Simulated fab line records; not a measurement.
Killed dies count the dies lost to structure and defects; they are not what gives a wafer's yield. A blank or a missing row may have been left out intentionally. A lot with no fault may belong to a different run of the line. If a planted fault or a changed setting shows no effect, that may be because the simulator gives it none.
Struck lot and sound lot, side by side / flow sky130 / 14 out of 708 route steps
Sound: wafers L644.1, L644.2, L644.6. Wafers L648.3, L648.4, L648.6 were the ones struck. Last of all comes the cause.
For every step that has rows: the tool of each side, followed by ch and its chambers, followed by its first start. Under that, the readings that differ: sound wafers / struck wafers / difference of the means / sigmas: that difference in standard deviations of wafers without a fault.
alike: readings with means less than 2 such deviations apart, plus words and numbers identical on both sides. not compared: withheld readings, readings lacking a value on some wafer, bounds such as >300 that could conceal the same value, and numbers that have no deviation in the record and whose values overlap.
The two part at a step that has a row with sigmas, a row that says differs or no value, or rows on one side only. Numbers that have no deviation but don't overlap get no sigmas and don't part them. A reading missing from all wafers of one side parts the sides only when that side holds two or more wafers.

first, 3 steps without rows for these wafers: SKY_METAL2_CLEAN_22 (cleans in IPA, time 180 s); SKY_METAL2_CLEAN_23 (cleans in O3/DIW); SKY_VIA2_HDPCVD_00 (deposits SiO2, target thk 1180 nm, time 196.7 s).
SKY_VIA2_THK_MEAS_01:
  struck on film_metro-03, day 38 15:28; sound on film_metro-04, day 37 05:06
  alike: VIA2_HDPCVD_THK
SKY_VIA2_CMP_02: polishes SiO2.
  sound on cmp-01 ch 0,2, day 37 05:10; struck on cmp-01 ch 1,2, day 38 15:31
  alike: edge_zone_pressure_frac, motor_current_A, retaining_ring_pressure_frac
SKY_VIA2_BOW_MEAS_03:
  struck on film_metro-01, day 38 15:51; sound on film_metro-01, day 37 05:28
  alike: VIA2_BOW
then, 6 steps without rows for these wafers: SKY_VIA2_DEHYDRATE_04 (time 60 s); SKY_VIA2_HMDS_05 (prime time 60 s); SKY_VIA2_COAT_06 (resist thk 60 nm); SKY_VIA2_COAT_07 (resist thk 450 nm); SKY_VIA2_SOFTBAKE_08 (time 90 s); SKY_VIA2_EXPOSE_09 (exposes mask VIM2, target cd 200 nm).
SKY_VIA2_PEB_10:
  sound on litho_track-01 ch 0, day 38 06:00; struck on litho_track-01, day 39 16:00
reading=exhaust_pa (Pa); sound=45.1 44.5 44.4; struck=- - -; difference=no value on the struck wafers; sigmas=
  not compared: chill_plate_temp_C
then, 1 step without rows for these wafers: SKY_VIA2_DEVELOP_11 (develop time 61.79 s).

== WHERE THEY PART ==
At SKY_VIA2_PEB_10 and nowhere else, as far as this record goes.

WHY: the cause the simulator had injected
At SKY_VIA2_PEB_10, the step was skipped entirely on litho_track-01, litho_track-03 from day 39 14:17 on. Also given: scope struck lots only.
